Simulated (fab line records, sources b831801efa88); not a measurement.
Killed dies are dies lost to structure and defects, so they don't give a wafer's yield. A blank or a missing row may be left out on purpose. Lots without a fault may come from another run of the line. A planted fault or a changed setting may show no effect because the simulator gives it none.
Chamber matching | flow sfq_line | SFQ_TRILAYER_I4_DEP_PECVD_099 on pecvd-02: 3 sister chambers
The step deposits SiO2 from SiH4/N2O, time 111.11 s, target thk 500 nm. 14 wafers are shown with their chamber, then 7 later ones without.

WAFERS WITH THEIR CHAMBER
wafer  | chamber | throttle_valve_pct (%) | heater_power_w (W)
L841.1 | 0       | 23.0                   | 76
L841.2 | 2       | 22.3                   | 69
L841.3 | 1       | 21.7                   | 79
L847.1 | 1       | 21.8                   | 79
L847.4 | 0       | 23.0                   | 76
L847.6 | 2       | 22.6                   | 71
L849.1 | 1       | 21.9                   | 93
L849.5 | 1       | 22.0                   | 95
L849.6 | 0       | 23.1                   | 75
L856.2 | 0       | 23.3                   | 77
L856.3 | 1       | 22.1                   | 97
L856.4 | 0       | 23.3                   | 64
L858.3 | 0       | 23.3                   | 68
L858.5 | 0       | 23.2                   | 71

SIGNATURES (means of the wafers above)
reading            | chamber 0 | chamber 1 | chamber 2 | scatter within a chamber
throttle_valve_pct | 23.171    | 21.900    | 22.450    | 0.154
heater_power_w     | 72.43     | 88.60     | 70.00     | 6.49
Rule: a wafer's distance from a chamber is the root of the sum, over the readings, of the square of ((its reading less the chamber's mean) divided by the reading's scatter). The wafer belongs to the nearest chamber; if the next one is less than 2 further off, it can't be placed. The scatter: the root of (the sum of the squares of (reading less its chamber's mean) over the shown wafers, divided by (wafers less chambers)).

WAFERS WITHOUT THEIR CHAMBER
wafer  | throttle_valve_pct (%) | heater_power_w (W)
L858.6 | 22.0                   | 81
L861.2 | 22.8                   | 65
L861.3 | 22.1                   | 86
L861.5 | 23.4                   | 75
L862.1 | 22.4                   | 80
L862.5 | 22.1                   | 80
L862.6 | 23.3                   | 70

WHICH CHAMBER EACH WENT THROUGH
wafer  | from the rows above     | in truth
L858.6 | 1                       | 1
L861.2 | can't be placed: 2 or 0 | 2
L861.3 | can't be placed: 1 or 2 | 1
L861.5 | 0                       | 0
L862.1 | can't be placed: 2 or 1 | 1
L862.5 | can't be placed: 1 or 2 | 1
L862.6 | 0                       | 0
Placed correctly: 3 of 7. Can't be placed from these rows: 4 (the true chamber is among the candidates in 4). Placed wrongly: 0.
